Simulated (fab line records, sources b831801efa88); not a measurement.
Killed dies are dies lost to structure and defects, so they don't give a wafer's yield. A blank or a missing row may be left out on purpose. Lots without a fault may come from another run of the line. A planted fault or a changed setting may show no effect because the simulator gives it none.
Split-lot experiment | flow sky130 | 5 lots, 23 wafers read, on a route of 708 steps

THE SPLIT
At SKY_VT_ADJUST_LVTN_COAT_02 (resist thk 3000 nm), the setting resist_thk_nm was moved away from the recipe's 3000 nm on 5 of the 23 wafers read, by -4.6% to +2.5%. The other wafers ran this setting at the recipe's value.

The reading is taken at the split's own step.

THE READING
coat_of_VT_ADJUST_LVTN_COAT_02.thk_nm (the simulator's own value, which no gauge read), in nm, at SKY_VT_ADJUST_LVTN_COAT_02 (resist thk 3000 nm). The file gives no usual value for it. The 18 wafers here that ran the recipe average 2996 nm, standard deviation 9.2 nm.

wafer  | tool, chamber at the split | resist_thk_nm as run, nm | against the recipe | coat_of_VT_ADJUST_LVTN_COAT_02.thk_nm, nm | against lot-mates on the recipe
L074.1 | litho_track-01, 0          | 3076                     | +2.5%              | 3081                                      | +70
L074.2 | litho_track-01, 0          | 3000                     | recipe             | 3012                                      | -
L074.3 | litho_track-01, 0          | 3076                     | +2.5%              | 3076                                      | +66
L074.5 | litho_track-01, 0          | 3076                     | +2.5%              | 3090                                      | +80
L074.6 | litho_track-01, 0          | 3000                     | recipe             | 3009                                      | -
L079.2 | litho_track-01, 0          | 3000                     | recipe             | 3007                                      | -
L079.4 | litho_track-01, 0          | 3000                     | recipe             | 3001                                      | -
L079.5 | litho_track-01, 0          | 3000                     | recipe             | 3004                                      | -
L081.1 | litho_track-03, 0          | 3000                     | recipe             | 2993                                      | -
L081.2 | litho_track-03, 0          | 3000                     | recipe             | 2988                                      | -
L081.3 | litho_track-03, 0          | 3000                     | recipe             | 2984                                      | -
L081.4 | litho_track-03, 0          | 3000                     | recipe             | 2989                                      | -
L081.6 | litho_track-03, 0          | 3000                     | recipe             | 2985                                      | -
L082.1 | litho_track-01, 0          | 3000                     | recipe             | 2987                                      | -
L082.2 | litho_track-01, 0          | 3000                     | recipe             | 2984                                      | -
L082.3 | litho_track-01, 0          | 2863                     | -4.6%              | 2851                                      | -135
L082.4 | litho_track-01, 0          | 2863                     | -4.6%              | 2847                                      | -139
L082.6 | litho_track-01, 0          | 3000                     | recipe             | 2986                                      | -
L084.1 | litho_track-03, 0          | 3000                     | recipe             | 3000                                      | -
L084.2 | litho_track-03, 0          | 3000                     | recipe             | 2993                                      | -
L084.3 | litho_track-03, 0          | 3000                     | recipe             | 3004                                      | -
L084.4 | litho_track-03, 0          | 3000                     | recipe             | 3004                                      | -
L084.6 | litho_track-03, 0          | 3000                     | recipe             | 3002                                      | -

THE FIT
A straight line over all 23 wafers: coat_of_VT_ADJUST_LVTN_COAT_02.thk_nm changes by +32.8 nm for each +1% of resist_thk_nm; r = +0.99; the points scatter about the line by 8.9 nm.
The same after taking each lot's own level away (the mean of its wafers on the recipe; 23 wafers): +29.4 nm for each +1%; r = +1.00; scatter 3.8 nm.
On that fit, the largest move of resist_thk_nm shifts the reading by 1.3e+02 nm.
The lots' own levels span 2985.7 to 3010.5 nm, that is 2.7 times the standard deviation above.
So the lot-to-lot level changes the slope: the two fits differ.
Check: with one of the wafers moved furthest among these (-4.6%) left out of the fit, the line predicts -135 nm for it against its lot-mates. It came out at -135 nm against them.

OTHER SPLITS ON THESE WAFERS
These wafers also went through other splits before the reading. Each is held against what the fit with the lots' levels taken away leaves over:
other split on the same wafers           | wafers away from the commonest value | r with coat_of_VT_ADJUST_LVTN_COAT_02.thk_nm (lot level and that fit taken away)
SKY_FIELD_ISO_OXIDATION_01 temp_c        | 15                                   | +0.11
SKY_FIELD_ISO_COAT_07 resist_thk_nm      | 11                                   | +0.25
SKY_FIELD_ISO_ETCH_17 time_s             | 10                                   | +0.06
SKY_PWDE_SOFTBAKE_03 temp_c              | 11                                   | -0.12
SKY_NWELL_SOFTBAKE_06 temp_c             | 10                                   | +0.01
SKY_VT_ADJUST_HVTP_EXPOSE_04 dose_mj     | 6                                    | +0.24
SKY_VT_ADJUST_HVTP_IMPLANT_09 energy_kev | 5                                    | +0.07

THE WHOLE CHAIN: every reading that the file lists as answering this split, in the file's order
step                        | what it does       | reading                                                                                | change (the file's fit)              | r (the file's)
SKY_VT_ADJUST_LVTN_COAT_02  | resist thk 3000 nm | coat_of_VT_ADJUST_LVTN_COAT_02.thk_nm (the simulator's own value, which no gauge read) | +29.6 nm for each +1% of the setting | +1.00
SKY_VT_ADJUST_LVTN_STRIP_09 | strips in O2/N2    | strip_time_to_endpoint_s                                                               | withheld for each +1% of the setting | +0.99

THE FILE'S OWN FIT
coat_of_VT_ADJUST_LVTN_COAT_02.thk_nm changes by +29.6 nm for each +1% of resist_thk_nm, r = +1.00.
